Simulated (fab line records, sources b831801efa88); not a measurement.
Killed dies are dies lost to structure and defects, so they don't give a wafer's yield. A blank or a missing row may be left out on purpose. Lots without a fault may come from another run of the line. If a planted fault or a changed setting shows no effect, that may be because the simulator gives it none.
Problem report in the 8D (eight disciplines) form, filled by code / flow sky130 / the parts of the form that need people (team, actions taken, sign-off) are left out

## 1. WHAT WENT WRONG
SD_N_TW at SKY_SD_N_TW_MEAS_12 reads a mean of 30 on 3 wafers of 1 lot; wafers without a fault read 3975 with a standard deviation of 55. Measured from the usual mean, that is -72 standard deviations.
First observed at day 30 20:22: wafer L764.2, on filmMetro-01. At this step, 39 wafers from 13 lots have a number in the record. The rule behind "out" and "out of limits": a value lying over 4 standard deviations away from the usual mean. Any other wafer with a number is counted as sound.

## 2. WHAT IT IS AND WHAT IT IS NOT
question=which readings at this step | is=SD_N_TW | is not=-
question=which lots | is=L764 | is not=L757, L758, L759, L761, L763, L772, L773, L774, L775, L778, L779, L780
question=which wafers of those lots | is=all that have a number | is not=-
question=read on which gauges | is=filmMetro-01 | is not=filmMetro-03, filmMetro-04
question=when | is=from day 30 20:22 | is not=up to then (15 sound wafers); but 21 sound wafers of L772, L773, L774, L775, L778, L779, L780 came after

## 3. WHAT RULES OUT EACH SUSPECT
Counting: a tool stays on the suspect list if, at a process step up to the reading, it processed all lots that are out and no sound lot following the first of them.
- the gauge at SKY_SD_N_TW_MEAS_12: ruled out. All the wafers that are out were read on filmMetro-01, but those of them that SKY_RES_XHIGH_STRIP_08 has rows for are out there too, on other tools.
- plasmaAsher-02 at SKY_POLY_CUT_STRIP_12 (strips in O2/N2): ruled out as a lasting fault. The sound lots L775 went through it after L764, its earliest lot that is out (day 27 05:53).
- plasmaAsher-03 at SKY_RES_XHIGH_STRIP_08 (strips in O2/N2): ruled out as a lasting fault. The sound lots L773, L774, L775, L778, L779 went through it after L764, its earliest lot that is out (day 29 15:35).
- plasmaAsher-04 at SKY_SD_N_STRIP_11 (strips in O2/N2): ruled out as a lasting fault. The sound lots L774, L780 went through it after L764, its earliest lot that is out (day 30 20:15).
Left after counting: nothing in the record.

## 4. THE CAUSE (what the simulator had put in)
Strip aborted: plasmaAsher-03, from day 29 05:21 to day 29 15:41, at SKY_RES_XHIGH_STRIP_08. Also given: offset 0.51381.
It was ruled out by counting, in error; the rule expects a fault to strike all lots run on its tool from its start on, and this fault did not.

## 5. SEQUENCE OF EFFECTS, ordered by route
One row per reading whose mean, taken over the struck wafers that have a number, lies over 3 standard deviations from the usual. Scope: only readings with a usual standard deviation given in the record; hours: median across lots of the time from each lot's start at the first step in this table that gives one to its start at this step; sigmas: change in usual standard deviations.
hours=0; step=SKY_RES_XHIGH_STRIP_08; reading=oesProductAu; usual=0.711 a.u.; on struck wafers=0.939; change=+0.228; sigmas=+45
hours=29; step=SKY_SD_N_STRIP_11; reading=oesProductAu; usual=0.527 a.u.; on struck wafers=0.558; change=+0.031; sigmas=+6.3
hours=29; step=SKY_SD_N_STRIP_11; reading=stripTimeToEndpointS; usual=22.57 s; on struck wafers=26.32; change=+3.75; sigmas=+75
hours=29; step=SKY_SD_N_TW_MEAS_12; reading=SD_N_TW; usual=3975; on struck wafers=30; change=-3945; sigmas=-72
It contains these process steps:
- SKY_RES_XHIGH_STRIP_08: strips in O2/N2.
- SKY_SD_N_STRIP_11: strips in O2/N2.
Readings that are blank on the struck wafers while sound wafers have them: stripTimeToEndpointS at SKY_RES_XHIGH_STRIP_08.
Later steps that measure or inspect, where all struck wafers having a row at the step show a number for every such reading and not one has moved that far: SKY_SD_N_RS_MEAS_16.

## 6. HOW IT WOULD HAVE BEEN CAUGHT EARLIER
39 hours passed between the start of the fault at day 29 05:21 and the first reading out of limits at a measuring or inspecting step in this record, taken at day 30 20:22.
Tool's own readings at SKY_RES_XHIGH_STRIP_08, oesProductAu: out on all struck wafers the step has rows for; an alarm limit on them would have tripped on the first.
